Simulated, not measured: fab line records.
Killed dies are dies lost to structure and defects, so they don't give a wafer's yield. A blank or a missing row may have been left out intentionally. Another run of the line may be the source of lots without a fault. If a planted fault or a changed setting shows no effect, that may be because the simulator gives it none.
Check for tools in common -- flow sky130 -- 13 lots, 39 wafers sampled

WHAT PROMPTED THE OPENING
2 of 13 lots carry a flag on the reading VT_ADJUST_LVTN_TW at SKY_VT_ADJUST_LVTN_TW_MEAS_10. Fault-free wafers read 242.6, with a standard deviation of 1.2.
Rule: a lot is flagged in two cases, either no wafer of it has a number, or all its wafers with numbers fall more than 4 standard deviations from that mean. The other lots count as sound.

lot,measured,on,"VT_ADJUST_LVTN_TW, wafer by wafer",flag
L773,day 7 06:14,filmMetro-03,244.2 242.8 243.1,
L772,day 7 07:51,filmMetro-04,240.6 242.1 240.6,
L775,day 7 12:49,filmMetro-04,272.7 271.9 273.3,FLAGGED
L776,day 7 17:22,filmMetro-02,243.4 244.6 244.7,
L778,day 8 14:14,filmMetro-02,272.2 271.8 273.6,FLAGGED
L787,day 10 23:32,filmMetro-02,244.2 245.2 244.3,
L786,day 10 23:59,filmMetro-02,244.6 243.3 243.8,
L788,day 11 08:45,filmMetro-02,241.9 244.0 242.4,
L790,day 11 22:34,filmMetro-02,242.1 242.7 243.1,
L791,day 12 04:37,filmMetro-03,242.6 242.5 241.2,
L792,day 12 10:16,filmMetro-03,242.7 242.4 241.5,
L793,day 12 12:03,filmMetro-04,241.5 241.9 240.9,
L795,day 13 03:02,filmMetro-03,244.0 242.5 241.9,
On average the flagged lots' numbers are 272.6, which is +30.0 against the usual, or +25 standard deviations.

WHICH TOOL EACH LOT WENT THROUGH
The record holds 1 process step before the reading, out of a route of 708 steps. Read each cell as the tool, then ch plus the chambers that the sampled wafers visited, then the start.
lot,flag,SKY_VT_ADJUST_LVTN_IMPLANT_08
L773,,"implanter-03 ch 0, day 7 05:59"
L772,,"implanter-03 ch 0, day 7 07:38"
L775,FLAGGED,"implanter-03 ch 0, day 7 12:35"
L776,,"implanter-04 ch 0, day 7 17:09"
L778,FLAGGED,"implanter-03 ch 0, day 8 14:00"
L787,,"implanter-04 ch 0, day 10 23:18"
L786,,"implanter-03 ch 0, day 10 23:44"
L788,,"implanter-03 ch 0, day 11 08:30"
L790,,"implanter-01 ch 0, day 11 22:20"
L791,,"implanter-03 ch 0, day 12 04:24"
L792,,"implanter-01 ch 0, day 12 10:02"
L793,,"implanter-03 ch 0, day 12 11:49"
L795,,"implanter-03 ch 0, day 13 02:47"
These steps, and what they do:
- SKY_VT_ADJUST_LVTN_IMPLANT_08
- SKY_VT_ADJUST_LVTN_TW_MEAS_10

FLAGGED AGAINST TOTAL, ONE TOOL AT A TIME (gauges that did the reading follow at the end)
step,tool,lots run,flagged,share of the flagged lots,sound lots run after its first flagged lot
SKY_VT_ADJUST_LVTN_IMPLANT_08,implanter-01,2,0,none,-
SKY_VT_ADJUST_LVTN_IMPLANT_08,implanter-03,9,2,all,"5 (L786,L788,L791,L793,L795)"
SKY_VT_ADJUST_LVTN_IMPLANT_08,implanter-04,2,0,none,-
SKY_VT_ADJUST_LVTN_TW_MEAS_10,filmMetro-02,6,1,some,"4 (L787,L786,L788,L790)"
SKY_VT_ADJUST_LVTN_TW_MEAS_10,filmMetro-03,4,0,none,-
SKY_VT_ADJUST_LVTN_TW_MEAS_10,filmMetro-04,3,1,some,1 (L793)

WHAT THE TABLE ALLOWS
All flagged lots share 1 row of the table, namely implanter-03 at SKY_VT_ADJUST_LVTN_IMPLANT_08.
- implanter-03 at SKY_VT_ADJUST_LVTN_IMPLANT_08: 2 of its 9 lots flagged. Sound lots followed the first flagged one (L786, L788, L791, L793, L795) on it, something a lasting fault affecting the whole tool could not allow. Its own readings (doseIonsCm2, faradayCurrentUA) fall more than 4 standard deviations out on all wafers of the flagged lots.
No row of the table ran every flagged lot and no sound lot after the first.

WHAT THE SIMULATOR PUT IN
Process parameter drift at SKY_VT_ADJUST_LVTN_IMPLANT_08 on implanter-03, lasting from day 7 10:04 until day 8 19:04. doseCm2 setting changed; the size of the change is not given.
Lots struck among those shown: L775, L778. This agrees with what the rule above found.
